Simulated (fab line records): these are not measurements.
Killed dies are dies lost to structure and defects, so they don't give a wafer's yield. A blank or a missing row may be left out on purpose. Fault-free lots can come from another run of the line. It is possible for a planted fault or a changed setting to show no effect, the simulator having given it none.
fab line records | flow sky130
record lots=4 wafers=12 last-day=49
route steps=708 shown LDD_HVP@279 LDD_LDN@289 SPACER@304 POLY_CUT@307 SD_P@320 RES_XHIGH@341 PAD_OPEN@708
lots that met no fault: from a run of the same line without faults
start-h: hours from the record's opening day to when the first of the lot's shown wafers began | wait-h: hours elapsed since this lot's preceding step | " the same as in the row above | L1.1+2: a row that stands for several wafers | - no value, or no start was given | * or withheld: withheld | < > ~ a bound
route shown NAME@n: NAME is a module with steps in the file, n the number in the route of the first one | usual: mean/standard deviation of fault-free wafers | same: alike in all rows | chamber/n: place in a boat | sites: per-site readings | _std_site: their standard deviation | _edge_site: mean of outer sites minus mean of inner sites | radius-mm: for every site, how far away it sits from the centre of the wafer | mask NAME#n: copy n | behind: the tool/chamber that last shaped the wafer | hold: reason for holding the lot/hours on hold/outcome of the hold | device: whichever transistor did not switch (one of n, p or np) | end of line: tests of these same wafers at the route's end | step lacking rows: just its recipe | killed: dies lost to structure and defects at the first sort, not the wafer's yield | map: a wafer's dies, x killed, . not, _ none there
set.NAME: the setting that was run; set.NAME@STEP: the one run at that earlier step | model.NAME: the simulator's own value behind a step, which no gauge read
certain route steps with their lots: each step a table, each wafer a row
## steps
# step SKY_LDD_HVP_HMDS_01
# recipe prime-time-s=60 prime-temp-c=120
# step SKY_LDD_HVP_COAT_02
# recipe resist=NOVOLAK spin-rpm=3000 resist-thk-nm=300
# step SKY_LDD_HVP_SOFTBAKE_03
# recipe temp-c=90 time-s=60 resist=NOVOLAK
# step SKY_LDD_HVP_EXPOSE_04
# recipe mask-id=HVPTM na=0.6 source-shape=conventional sigma-outer=0.6 polarization=unpolarized target-cd-nm=700 dose-mj=86
# step SKY_LDD_HVP_PEB_05
# recipe temp-c=withheld time-s=* resist=NOVOLAK
# step SKY_LDD_HVP_DEVELOP_06
# recipe resist=NOVOLAK developer=TMAH develop-time-s=60 dev-temp-c=23
# step SKY_LDD_HVP_IMPLANT_08
# recipe species=B energy-kev=20 dose-cm2=1.7e+13 tilt-deg=17.9
# step SKY_LDD_HVP_STRIP_09
# recipe chemistry=O2/N2 power-w=1400 pressure-mtorr=1500 platen-temp-c=withheld o2-flow-sccm=3000 n2-flow-sccm=300 overash-fraction=0.5
# step SKY_LDD_LDN_DEHYDRATE_00
# recipe temp-c=200 time-s=60
# step SKY_LDD_LDN_HMDS_01
# recipe prime-time-s=60 prime-temp-c=120
# step SKY_LDD_LDN_COAT_02
# recipe resist=NOVOLAK spin-rpm=3000 resist-thk-nm=1140
# usual chill-plate-temp-C=23.01/0.1 dispense-pressure-kPa=50.7/1.9
# columns lot.wafer tool chamber start-h wait-h chill-plate-temp-C dispense-pressure-kPa
L498.1 litho-track-02 0 576.62 0.1 23.25 52.4
L498.2 " 0 " " 23.07 52.4
L498.5 " 0 " " 23.18 52.4
L507.2 litho-track-01 - 658.88 0.1 - -
L507.3 " - " " - -
L507.5 " - " " - -
L508.1 litho-track-02 - 669.07 0.1 - -
L508.3 " - " " - -
L508.6 " - " " - -
L512.1 litho-track-02 0 692.32 0.1 22.89 52.4
L512.3 " 0 " " 22.99 52.4
L512.5 " 0 " " 23.05 52.4
# step SKY_LDD_LDN_SOFTBAKE_03
# recipe temp-c=90 time-s=60 resist=NOVOLAK
# step SKY_LDD_LDN_EXPOSE_04
# recipe mask-id=LDNTM na=0.6 source-shape=conventional sigma-outer=0.6 polarization=unpolarized target-cd-nm=700 dose-mj=140
# step SKY_LDD_LDN_PEB_05
# recipe temp-c=withheld time-s=* resist=NOVOLAK
# step SKY_LDD_LDN_DEVELOP_06
# recipe resist=NOVOLAK developer=TMAH develop-time-s=60 dev-temp-c=23
# step SKY_LDD_LDN_OVL_MEAS_07
# usual LDD_LDN_OVL=-0.1/1.4
# columns lot.wafer tool chamber start-h wait-h LDD_LDN_OVL[nm]
L498.1 overlay-01 - 591.96 0.1 -0.5
L498.2 " - " " 0.3
L498.5 " - " " 0.9
L507.2 overlay-02 - 673.41 0.1 -
L507.3 " - " " -
L507.5 " - " " -
L508.1 overlay-02 - 683.21 0.1 -
L508.3 " - " " -
L508.6 " - " " -
L512.1 overlay-02 - 706.42 0.1 -0.2
L512.3 " - " " -0.2
L512.5 " - " " -0.8
# step SKY_LDD_LDN_IMPLANT_08
# recipe species=As energy-kev=15 dose-cm2=1.25e+13 tilt-deg=withheld rotation-deg=23
# step SKY_LDD_LDN_IMPLANT_09
# recipe species=As energy-kev=15 dose-cm2=1.25e+13 tilt-deg=withheld rotation-deg=113
# step SKY_LDD_LDN_IMPLANT_10
# recipe species=As energy-kev=15 dose-cm2=1.25e+13 tilt-deg=withheld rotation-deg=203
# step SKY_LDD_LDN_IMPLANT_11
# recipe species=As energy-kev=15 dose-cm2=1.25e+13 tilt-deg=withheld rotation-deg=293
# step SKY_LDD_LDN_STRIP_12
# recipe chemistry=O2/N2 power-w=1400 pressure-mtorr=1500 platen-temp-c=withheld o2-flow-sccm=3000 n2-flow-sccm=300 overash-fraction=0.5
# step SKY_LDD_LDN_CLEAN_14
# recipe chemistry=SC1/SC2 mix=1:4:20 temp-c=70 time-s=150 dry=n2-spin
# step SKY_SPACER_CVD_00
# recipe material=Si3N4 precursor=DCS/NH3 target-thk-nm=43.1 temp-c=770 time-s=740 pressure-mtorr=250
# step SKY_SPACER_ETCHBACK_02
# recipe chemistry=CH3F/O2 target=Si3N4 stop-on=SiO2 source-w=400 bias-w=80 pressure-mtorr=25 ch3f-flow-sccm=40 O2_flow_sccm=30 time-s=46.7 target-depth-a=450
# step SKY_POLY_CUT_DEHYDRATE_00
# recipe temp-c=200 time-s=60
# step SKY_POLY_CUT_HMDS_01
# recipe prime-time-s=60 prime-temp-c=120
# step SKY_POLY_CUT_COAT_02
# recipe resist=BARC temp-c=withheld time-s=withheld spin-rpm=3000 resist-thk-nm=60
# step SKY_POLY_CUT_COAT_03
# recipe resist=KrF-thick spin-rpm=3000 resist-thk-nm=450
# step SKY_POLY_CUT_SOFTBAKE_04
# recipe temp-c=100 time-s=90 resist=KrF-thick
# step SKY_POLY_CUT_EXPOSE_05
# recipe mask-id=NPCM na=0.8 source-shape=annular sigma-inner=0.55 sigma-outer=0.85 target-cd-nm=270 dose-mj=32
# step SKY_POLY_CUT_PEB_06
# recipe peb-temp-c=withheld peb-time-s=withheld resist=KrF-thick
# step SKY_POLY_CUT_DEVELOP_07
# recipe develop-time-s=60 resist=KrF-thick dev-temp-c=21
# step SKY_POLY_CUT_ETCH_10
# recipe chemistry=N2/H2 target=BARC ion-energy-ev=200 source-w=500 bias-w=100 pressure-mtorr=30 n2-flow-sccm=100 h2-flow-sccm=200 stop-on=SiO2 time-s=45.9 target-depth-a=600
# step SKY_POLY_CUT_ETCH_11
# recipe target=Si3N4 chemistry=CF4/CH2F2/Ar stop-on=poly-Si source-w=600 bias-w=150 pressure-mtorr=40 cf4-flow-sccm=40 ch2f2-flow-sccm=20 Ar_flow_sccm=150 time-s=42.5 target-depth-a=600
# step SKY_POLY_CUT_STRIP_12
# recipe chemistry=O2/N2 power-w=1400 pressure-mtorr=1500 platen-temp-c=withheld o2-flow-sccm=3000 n2-flow-sccm=300 overash-fraction=0.5
# step SKY_SD_P_DEHYDRATE_00
# recipe temp-c=200 time-s=60
# step SKY_RES_XHIGH_TW_MEAS_09
# usual RES_XHIGH_TW=1624/14
# columns lot.wafer tool chamber start-h wait-h RES_XHIGH_TW
L498.1 film-metro-03 - 681.58 0.1 1634
L498.2 " - " " 1633
L498.5 " - " " 1637
L507.2 film-metro-01 - 758.42 0.1 1912
L507.3 " - " " 1912
L507.5 " - " " 1910
L508.1 film-metro-01 - 766.25 0.1 1905
L508.3 " - " " 1914
L508.6 " - " " 1911
L512.1 film-metro-02 - 791.10 0.1 1607
L512.3 " - " " 1613
L512.5 " - " " 1611
# step SKY_PAD_OPEN_PROBE_99
# usual killed_at_M0_to_M3=44/7.2 killed_at_M4_up=3.1/1.8 killed-at-contacts=24/4.5 killed-at-front-end=16/4.4 killed-at-other=0.2/0.42 killed-dies=87/8.9 killed-on-rim=17/4.1 killed-open=48/6.4 killed-short=39/6.2
# same gross-dies=492 killed-at-back-side=0
# columns lot.wafer tool chamber start-h wait-h killed_at_M0_to_M3 killed_at_M4_up killed-at-contacts killed-at-front-end killed-at-other killed-dies killed-on-rim killed-open killed-short model.etest.pfet_01v8.r-on-ohm-um model.etest.tip_p_5v.rs-ohm-sq model.etest.tip_n_5v.rs-ohm-sq model.etest.pfet-g5v0d10v5.r-on-ohm-um model.etest.pfet_01v8.drive-ua-um model.etest.pfet_01v8_hvt.drive-ua-um model.etest.tip_p_5v.rs-ohm-sq-range model.etest.sram-pfet-latch.drive-ua-um
L498.1 prober-01 - 1115.03 0.1 49 4 22 15 0 90 19 48 42 2838 2873 1360 4826 197.2 147.9 143.4 153.2
L498.2 prober-01 - 1115.08 0.1 41 0 29 15 0 85 17 53 32 2974 2897 1368 4941 186.8 139.6 92.75 142.8
L498.5 prober-01 - 1115.23 0.2 31 1 20 16 0 68 8 44 24 2879 2899 1373 4868 193.9 145.6 60.5 143.5
L507.2 prober-02 - 1163.58 0.1 47 3 24 418 0 492 96 54 40 1.535e+04 6887 1021 4964 38.42 22.74 123.3 23.75
L507.3 prober-02 - 1163.63 0.2 53 4 29 406 0 492 96 47 52 1.944e+04 6750 1026 5075 32.84 18.84 197.8 19.29
L507.5 prober-02 - 1163.73 0.2 44 2 17 429 0 492 96 47 33 2.838e+04 6767 1029 5053 25.49 13.7 175.4 13.66
L508.1 prober-01 - 1172.32 0.1 37 0 17 438 0 492 96 50 29 7286 7354 984.4 4866 75.61 51.96 164.5 50.58
L508.3 prober-01 - 1172.42 0.2 42 7 18 424 1 492 96 38 42 8769 7407 979.8 4869 61.98 40.98 198.2 42.24
L508.6 prober-01 - 1172.57 0.2 49 3 23 417 0 492 96 50 32 7691 7431 979.4 4801 71.15 48.84 221.3 48.48
L512.1 prober-01 - 1187.67 0.1 40 1 16 19 1 77 14 40 37 2785 2888 1370 4805 198.8 150.8 139.2 140.3
L512.3 prober-01 - 1187.77 0.2 43 4 22 16 0 85 16 44 41 2838 2879 1384 4816 196.2 146.6 83.15 140
L512.5 prober-01 - 1187.87 0.2 37 0 29 21 1 88 18 49 39 2881 2915 1366 4825 193.9 145.1 68.93 140.3
# killed by level:class
L498.1 VIA2:geometric-particle:open=10 VIA1:geometric-particle:short=9 CONTACT:geometric-particle:open=7 LI_CONTACT:geometric-particle:open=6 CONTACT:geometric-particle:short=6 VIA3:geometric-particle:open=6 VIA1:geometric-particle:open=5 METAL2:geometric-particle:short=5
L498.2 CONTACT:geometric-particle:open=10 VIA3:geometric-particle:open=10 LI_CONTACT:geometric-particle:open=9 VIA2:geometric-particle:open=7 FIELD_ISO:geometric-particle:open=6 CONTACT:geometric-particle:short=5 VIA1:geometric-particle:open=5 VIA2:geometric-particle:short=5
L498.5 CONTACT:geometric-particle:open=7 VIA3:geometric-particle:open=7 VIA1:geometric-particle:open=6 FIELD_ISO:geometric-particle:open=5 POLY_GATE:geometric-particle:open=5 FIELD_ISO:geometric-particle:short=4 LOCAL_INTERCONNECT:geometric-particle:short=4 METAL1:geometric-particle:short=4
L507.2 LDD_LDN:area-expose=398 VIA1:geometric-particle:open=18 FIELD_ISO:geometric-particle:short=7 FIELD_ISO:geometric-particle:open=7 VIA1:geometric-particle:short=7 LI_CONTACT:geometric-particle:open=7 CONTACT:geometric-particle:open=7 VIA3:geometric-particle:open=6
L507.3 LDD_LDN:area-expose=393 VIA1:geometric-particle:open=14 CONTACT:geometric-particle:open=12 VIA1:geometric-particle:short=9 LI_CONTACT:geometric-particle:open=7 METAL1:geometric-particle:short=7 POLY_GATE:geometric-particle:short=5 METAL2:geometric-particle:short=5
L507.5 LDD_LDN:area-expose=412 VIA1:geometric-particle:open=11 VIA1:geometric-particle:short=10 FIELD_ISO:geometric-particle:open=7 CONTACT:geometric-particle:open=6 VIA3:geometric-particle:open=6 LI_CONTACT:geometric-particle:open=4 METAL1:geometric-particle:short=4
L508.1 LDD_LDN:area-expose=413 FIELD_ISO:geometric-particle:open=12 VIA2:geometric-particle:open=11 CONTACT:geometric-particle:open=8 VIA1:geometric-particle:open=7 POLY_CUT:geometric-particle:short=4 LI_CONTACT:geometric-particle:short=4 LI_CONTACT:geometric-particle:open=4
L508.3 LDD_LDN:area-expose=412 VIA1:geometric-particle:open=11 VIA2:geometric-particle:open=8 METAL2:geometric-particle:short=7 CONTACT:geometric-particle:open=6 LI_CONTACT:geometric-particle:open=5 CONTACT:geometric-particle:short=5 METAL1:geometric-particle:short=5
L508.6 LDD_LDN:area-expose=410 LI_CONTACT:geometric-particle:open=10 CONTACT:geometric-particle:open=9 VIA1:geometric-particle:open=8 VIA2:geometric-particle:open=8 VIA3:geometric-particle:open=7 VIA2:geometric-particle:short=5 POLY_GATE:geometric-particle:open=4
L512.1 VIA1:geometric-particle:open=9 LI_CONTACT:geometric-particle:open=8 METAL1:geometric-particle:short=7 METAL2:geometric-particle:short=5 VIA1:geometric-particle:short=5 POLY_GATE:geometric-particle:open=4 POLY_GATE:geometric-particle:short=4 CONTACT:geometric-particle:open=4
L512.3 VIA1:geometric-particle:open=10 CONTACT:geometric-particle:open=8 VIA1:geometric-particle:short=8 LI_CONTACT:geometric-particle:open=5 FIELD_ISO:geometric-particle:open=4 SPACER:geometric-particle:short=4 CONTACT:geometric-particle:short=4 METAL1:geometric-particle:short=4
L512.5 CONTACT:geometric-particle:open=9 VIA1:geometric-particle:open=9 LI_CONTACT:geometric-particle:open=7 VIA2:geometric-particle:open=7 CONTACT:geometric-particle:short=7 FIELD_ISO:geometric-particle:short=6 METAL2:geometric-particle:short=5 FIELD_ISO:geometric-particle:open=4
# map L507.2 (x killed, . not)
__________xxxxxxxxxx_________
________xxxxxxxxxxxxxx_______
______xxxxxxxxxxxxxxxxxx_____
_____xxxxxxxxxxxxxxxxxxxx____
____xxxxxxxxxxxxxxxxxxxxxx___
___xxxxxxxxxxxxxxxxxxxxxxxx__
__xxxxxxxxxxxxxxxxxxxxxxxxxx_
_xxxxxxxxxxxxxxxxxxxxxxxxxxxx
_xxxxxxxxxxxxxxxxxxxxxxxxxxxx
_xxxxxxxxxxxxxxxxxxxxxxxxxxxx
_xxxxxxxxxxxxxxxxxxxxxxxxxxxx
_xxxxxxxxxxxxxxxxxxxxxxxxxxxx
_xxxxxxxxxxxxxxxxxxxxxxxxxxxx
_xxxxxxxxxxxxxxxxxxxxxxxxxxxx
_xxxxxxxxxxxxxxxxxxxxxxxxxxxx
__xxxxxxxxxxxxxxxxxxxxxxxxxx_
___xxxxxxxxxxxxxxxxxxxxxxxx__
____xxxxxxxxxxxxxxxxxxxxxx___
_____xxxxxxxxxxxxxxxxxxxx____
______xxxxxxxxxxxxxxxxxx_____
________xxxxxxxxxxxxxx_______
__________xxxxxxxxxx_________
# map L508.1 (x killed, . not)
__________xxxxxxxxxx_________
________xxxxxxxxxxxxxx_______
______xxxxxxxxxxxxxxxxxx_____
_____xxxxxxxxxxxxxxxxxxxx____
____xxxxxxxxxxxxxxxxxxxxxx___
___xxxxxxxxxxxxxxxxxxxxxxxx__
__xxxxxxxxxxxxxxxxxxxxxxxxxx_
_xxxxxxxxxxxxxxxxxxxxxxxxxxxx
_xxxxxxxxxxxxxxxxxxxxxxxxxxxx
_xxxxxxxxxxxxxxxxxxxxxxxxxxxx
_xxxxxxxxxxxxxxxxxxxxxxxxxxxx
_xxxxxxxxxxxxxxxxxxxxxxxxxxxx
_xxxxxxxxxxxxxxxxxxxxxxxxxxxx
_xxxxxxxxxxxxxxxxxxxxxxxxxxxx
_xxxxxxxxxxxxxxxxxxxxxxxxxxxx
__xxxxxxxxxxxxxxxxxxxxxxxxxx_
___xxxxxxxxxxxxxxxxxxxxxxxx__
____xxxxxxxxxxxxxxxxxxxxxx___
_____xxxxxxxxxxxxxxxxxxxx____
______xxxxxxxxxxxxxxxxxx_____
________xxxxxxxxxxxxxx_______
__________xxxxxxxxxx_________
## key
first-sign step=SKY_LDD_LDN_COAT_02 reading=tool-record direction=missing
effect step=SKY_LDD_LDN_OVL_MEAS_07 reading=LDD_LDN_OVL direction=missing
effect step=SKY_RES_XHIGH_TW_MEAS_09 reading=RES_XHIGH_TW direction=up sigmas=20 usual=1624 struck=1911
effect step=SKY_PAD_OPEN_PROBE_99 reading=killed-at-front-end direction=up sigmas=92 usual=16 struck=422
model-effect step=SKY_PAD_OPEN_PROBE_99 value=etest.pfet_01v8.r-on-ohm-um without=2931 struck=1.449e+04
more-kills-born-at SKY_LDD_LDN_EXPOSE_04@iline-stepper-01=2438
met-at SKY_LDD_LDN_COAT_02
struck-wafers L507.2,L507.3,L507.5,L508.1,L508.3,L508.6
tester-left-out L507,L508
onset-between 576.62 658.88
fault kind=skipped-step-whole tool=litho-track-01,litho-track-02 chamber=- onset-h=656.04 steps=SKY_LDD_LDN_COAT_02 scope=struck-lots-only
# tester-left-out: of these lots the tester's yield and bins aren't shown, on N5 and GAA mostly nor the transistor test; their killed dies are dies lost to structure and defects alone, not to doping, threshold or leakage, so they don't give the yield
